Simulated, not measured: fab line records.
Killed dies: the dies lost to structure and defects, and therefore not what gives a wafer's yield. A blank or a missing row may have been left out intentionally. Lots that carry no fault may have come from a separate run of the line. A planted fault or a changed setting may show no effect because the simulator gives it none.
Chamber matching / flow sky130 / SKY_FIELD_ISO_CMP_27 on cmp-02: 4 sister chambers
The step polishes, stops on Si3N4, t overpolish 16 s, target thk 457.8 nm. 20 wafers are shown with their chamber, then 10 later ones without.

== EACH WAFER AND ITS CHAMBER ==
wafer=L264.2; chamber=0; motor-current-A (A)=10.9; overpolish-run-s (s)=15.993; time-to-endpoint-s (s)=118
wafer=L264.3; chamber=1; motor-current-A (A)=11.8; overpolish-run-s (s)=16.002; time-to-endpoint-s (s)=114
wafer=L264.4; chamber=2; motor-current-A (A)=10.2; overpolish-run-s (s)=16.004; time-to-endpoint-s (s)=115
wafer=L265.3; chamber=0; motor-current-A (A)=11.3; overpolish-run-s (s)=16.004; time-to-endpoint-s (s)=121
wafer=L265.5; chamber=1; motor-current-A (A)=11.6; overpolish-run-s (s)=16.000; time-to-endpoint-s (s)=114
wafer=L265.6; chamber=2; motor-current-A (A)=10.1; overpolish-run-s (s)=16.015; time-to-endpoint-s (s)=115
wafer=L266.2; chamber=2; motor-current-A (A)=10.6; overpolish-run-s (s)=16.011; time-to-endpoint-s (s)=115
wafer=L266.4; chamber=0; motor-current-A (A)=11.4; overpolish-run-s (s)=15.996; time-to-endpoint-s (s)=116
wafer=L266.6; chamber=3; motor-current-A (A)=11.5; overpolish-run-s (s)=16.000; time-to-endpoint-s (s)=118
wafer=L271.1; chamber=1; motor-current-A (A)=11.4; overpolish-run-s (s)=16.005; time-to-endpoint-s (s)=107
wafer=L271.2; chamber=2; motor-current-A (A)=10.3; overpolish-run-s (s)=16.012; time-to-endpoint-s (s)=107
wafer=L271.4; chamber=0; motor-current-A (A)=11.6; overpolish-run-s (s)=15.993; time-to-endpoint-s (s)=113
wafer=L276.4; chamber=2; motor-current-A (A)=10.5; overpolish-run-s (s)=16.015; time-to-endpoint-s (s)=110
wafer=L276.5; chamber=0; motor-current-A (A)=11.3; overpolish-run-s (s)=15.994; time-to-endpoint-s (s)=113
wafer=L276.6; chamber=3; motor-current-A (A)=11.3; overpolish-run-s (s)=16.008; time-to-endpoint-s (s)=110
wafer=L277.1; chamber=0; motor-current-A (A)=11.6; overpolish-run-s (s)=16.003; time-to-endpoint-s (s)=117
wafer=L277.4; chamber=3; motor-current-A (A)=11.7; overpolish-run-s (s)=16.002; time-to-endpoint-s (s)=113
wafer=L277.6; chamber=0; motor-current-A (A)=11.0; overpolish-run-s (s)=15.988; time-to-endpoint-s (s)=116
wafer=L278.1; chamber=0; motor-current-A (A)=11.5; overpolish-run-s (s)=15.991; time-to-endpoint-s (s)=113
wafer=L278.3; chamber=2; motor-current-A (A)=9.9; overpolish-run-s (s)=15.984; time-to-endpoint-s (s)=113

SIGNATURES (means of the wafers above)
reading=motor-current-A; chamber 0=11.325; chamber 1=11.600; chamber 2=10.267; chamber 3=11.500; scatter within a chamber=0.246
reading=overpolish-run-s; chamber 0=15.99525; chamber 1=16.00233; chamber 2=16.00683; chamber 3=16.00333; scatter within a chamber=0.0078
reading=time-to-endpoint-s; chamber 0=115.88; chamber 1=111.67; chamber 2=112.50; chamber 3=113.67; scatter within a chamber=3.33
Rule: distance of a wafer from a chamber = root of the sum over the readings of ((wafer's reading minus chamber's mean) / reading's scatter) squared. The wafer belongs to the nearest chamber; if the next one is less than 2 further off, it can't be placed. How the scatter is found: for the shown wafers, subtract from each reading the mean of its chamber, square and add these, divide the total by (wafers less chambers), then take the root.

== WAFERS WITH NO CHAMBER GIVEN ==
wafer=L278.4; motor-current-A (A)=11.2; overpolish-run-s (s)=15.997; time-to-endpoint-s (s)=109
wafer=L279.1; motor-current-A (A)=11.4; overpolish-run-s (s)=16.000; time-to-endpoint-s (s)=106
wafer=L279.4; motor-current-A (A)=10.7; overpolish-run-s (s)=15.996; time-to-endpoint-s (s)=111
wafer=L279.6; motor-current-A (A)=11.6; overpolish-run-s (s)=16.013; time-to-endpoint-s (s)=110
wafer=L283.2; motor-current-A (A)=11.4; overpolish-run-s (s)=15.997; time-to-endpoint-s (s)=111
wafer=L283.4; motor-current-A (A)=11.5; overpolish-run-s (s)=15.997; time-to-endpoint-s (s)=113
wafer=L283.6; motor-current-A (A)=10.1; overpolish-run-s (s)=15.999; time-to-endpoint-s (s)=110
wafer=L285.1; motor-current-A (A)=10.9; overpolish-run-s (s)=15.981; time-to-endpoint-s (s)=119
wafer=L285.4; motor-current-A (A)=10.1; overpolish-run-s (s)=15.991; time-to-endpoint-s (s)=106
wafer=L285.5; motor-current-A (A)=10.7; overpolish-run-s (s)=16.000; time-to-endpoint-s (s)=109

== WHICH CHAMBER EACH WENT THROUGH ==
wafer=L278.4; from the rows above=can't be placed: 1 or 3 or 0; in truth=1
wafer=L279.1; from the rows above=can't be placed: 1 or 3 or 0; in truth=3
wafer=L279.4; from the rows above=can't be placed: 2 or 0 or 3 or 1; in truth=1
wafer=L279.6; from the rows above=can't be placed: 1 or 3 or 0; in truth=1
wafer=L283.2; from the rows above=can't be placed: 1 or 3 or 0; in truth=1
wafer=L283.4; from the rows above=can't be placed: 3 or 1 or 0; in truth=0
wafer=L283.6; from the rows above=2; in truth=2
wafer=L285.1; from the rows above=can't be placed: 0 or 3 or 1 or 2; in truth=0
wafer=L285.4; from the rows above=2; in truth=2
wafer=L285.5; from the rows above=can't be placed: 2 or 0 or 3 or 1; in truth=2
2 of 10 placed correctly. From these rows, 8 cannot be placed; in 8 the true chamber is one of the candidates. 0 placed wrongly.
